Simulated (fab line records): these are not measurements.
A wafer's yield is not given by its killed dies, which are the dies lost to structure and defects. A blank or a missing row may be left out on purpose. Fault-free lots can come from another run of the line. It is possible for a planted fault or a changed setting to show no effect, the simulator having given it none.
What tool caused it? -- flow sky130 -- 10 lots with 30 wafers sampled at 2 steps, on a route of 708 steps

WHAT THE GAUGES READ, wafer by wafer
SKY_POLY_GATE_THK_MEAS_01.
lot,measured,on,POLY_GATE_CVD_00_THK (nm)
L573,day 13 23:20,film-metro-04,180.7 179.9 178.6
L575,day 14 19:08,film-metro-02,181.5 180.9 180.6
L578,day 16 12:17,film-metro-01,179.2 179.4 180.3
L580,day 17 05:08,film-metro-01,178.3 179.4 178.7
L581,day 17 09:55,film-metro-01,176.6 177.3 177.3
L586,day 18 18:55,film-metro-02,179.5 178.8 179.5
L587,day 19 05:48,film-metro-01,128.0 128.0 127.7
L589,day 19 15:36,film-metro-02,128.2 128.5 127.3
L588,day 19 20:31,film-metro-04,125.0 126.7 126.2
L593,day 22 13:22,film-metro-01,182.3 181.7 181.4

TOOL THAT RAN EACH LOT (tool first, then ch and the chambers of the sampled wafers, then the start)
lot,SKY_POLY_GATE_CVD_00
L573,"lpcvd-01 ch 0, day 13 21:31"
L575,"lpcvd-01 ch 0, day 14 17:55"
L578,"lpcvd-01 ch 1, day 16 11:05"
L580,"lpcvd-01 ch 1, day 17 03:56"
L581,"lpcvd-01 ch 1, day 17 08:43"
L586,"lpcvd-01 ch 0, day 18 17:43"
L587,"lpcvd-01 ch 1, day 19 04:35"
L589,"lpcvd-01 ch 1, day 19 14:23"
L588,"lpcvd-01 ch 0, day 19 19:17"
L593,"lpcvd-01 ch 0, day 22 12:10"
- SKY_POLY_GATE_CVD_00: deposits poly-Si, target thk 180 nm, time 720 s.

THE ANSWER, worked out from the rows above alone
Rule: the usual values come from the lots themselves. Put in order of their means at a reading, lots are off if they are a third of the lots or fewer, leave a main group of 4 or more, and stand apart from it by a gap of 3 or more times the standard deviation of the main group's means; of several such gaps the widest counts. If all means in a main group match to the digits the tables above print for the reading, that group is not used. A lot without any number at a reading at which 4 lots or more have one is off too. The other lots that the step has rows for count as sound.
Off: at SKY_POLY_GATE_THK_MEAS_01 (POLY_GATE_CVD_00_THK), L587, L589, L588. Main group: mean 179.6 nm, sd 1.4.
A tool fits if, at a process step before that reading, it ran every lot that is off, and no sound lot after the first of them. Gauges at SKY_POLY_GATE_THK_MEAS_01: tried the same way as those tools. No candidate that was tried fits.

WHAT THE SIMULATOR HAD PUT IN
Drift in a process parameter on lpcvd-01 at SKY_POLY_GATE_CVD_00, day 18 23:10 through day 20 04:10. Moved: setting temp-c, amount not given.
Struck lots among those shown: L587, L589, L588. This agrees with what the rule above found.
